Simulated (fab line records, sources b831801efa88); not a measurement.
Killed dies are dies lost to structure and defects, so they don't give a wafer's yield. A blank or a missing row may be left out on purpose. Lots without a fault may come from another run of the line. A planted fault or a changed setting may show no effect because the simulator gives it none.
Problem report in the 8D (eight disciplines) form, filled by code | flow gf180mcu | the parts of the form that need people (team, actions taken, sign-off) are left out

1. THE PROBLEM
LVPWELL_RS at GF_VT_IMPLANT_RS_MEAS_48 reads a mean of 1245.2 ohm/sq on 9 wafers of 3 lots; wafers without a fault read 1197.5 ohm/sq with a standard deviation of 2.5. That is +19 standard deviations from the usual mean.
The step: measures by four-point-probe.
First seen on wafer L364.3, day 10 04:50, on film_metro-02. The record holds 24 wafers of 8 lots with a number at this step. Rule for "out", or "out of limits": more than 4 standard deviations from the usual mean. The other wafers with a number count as sound.

2. WHAT IT IS AND WHAT IT IS NOT
question                    | is                           | is not
which readings at this step | LVPWELL_RS                   | -
which lots                  | L364, L365, L366             | L355, L356, L357, L358, L378
which wafers of those lots  | all that have a number       | -
read on which gauges        | film_metro-01, film_metro-02 | film_metro-03
when                        | from day 10 04:50            | up to then (12 sound wafers); but 3 sound wafers of L378 came after

3. SUSPECTS, AND WHAT RULES EACH OUT
Counting: a tool at a process step up to the reading stays a suspect if it ran every lot that is out and no sound lot after the first of them.
- the gauge at GF_VT_IMPLANT_RS_MEAS_48: ruled out. The wafers that are out were read on 2 gauges (film_metro-01, film_metro-02).
- implanter-02 at GF_LVPWELL_IMPLANT_09: kept. It ran every lot that is out, first L364 (day 5 20:22), and no sound lot after that; its last sound lot up to then is L357 (day 4 07:01). Its own readings are out on those wafers: dose_ions_cm2, faraday_current_uA.
Left after counting: implanter-02 at GF_LVPWELL_IMPLANT_09.

4. THE CAUSE (what the simulator had put in)
Process parameter drift: implanter-02, from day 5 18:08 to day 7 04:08, at GF_LVPWELL_IMPLANT_09. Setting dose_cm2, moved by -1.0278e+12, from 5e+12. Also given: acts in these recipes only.
Counting left only this tool.

5. THE CHAIN OF EFFECTS, in route order
Each row: a reading whose mean over the struck wafers that have a number lies more than 3 standard deviations from the usual. Only readings for which the record gives a usual standard deviation are gone through. hours: the time from each lot's start at the first step in this table that gives one to its start at this step, as a median over the lots. sigmas: the change in usual standard deviations.
hours | step                     | reading            | usual         | on struck wafers | change | sigmas
0     | GF_LVPWELL_IMPLANT_09    | dose_ions_cm2      | 5e+12         | 4e+12            | -1e+12 | -99 or more
0     | GF_LVPWELL_IMPLANT_09    | faraday_current_uA | 28.2          | 22.5             | -5.7   | -10
106   | GF_VT_IMPLANT_RS_MEAS_48 | LVPWELL_RS         | 1197.5 ohm/sq | 1245.2           | +47.7  | +19
The process steps in it:
- GF_LVPWELL_IMPLANT_09

6. WHAT WOULD HAVE CAUGHT IT SOONER
In this record the first reading out of limits at a measuring or inspecting step was taken at day 10 04:50, 107 hours after the fault began at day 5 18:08.
The tool's own readings at GF_LVPWELL_IMPLANT_09 were out on every struck wafer that the step has a row for (dose_ions_cm2, faraday_current_uA): an alarm limit on them would have fired on the first of those.
All the lots that are out (3) had begun GF_LVPWELL_IMPLANT_09 on implanter-02 by day 10 04:50. A hold on the tool at that time would have spared none of them.
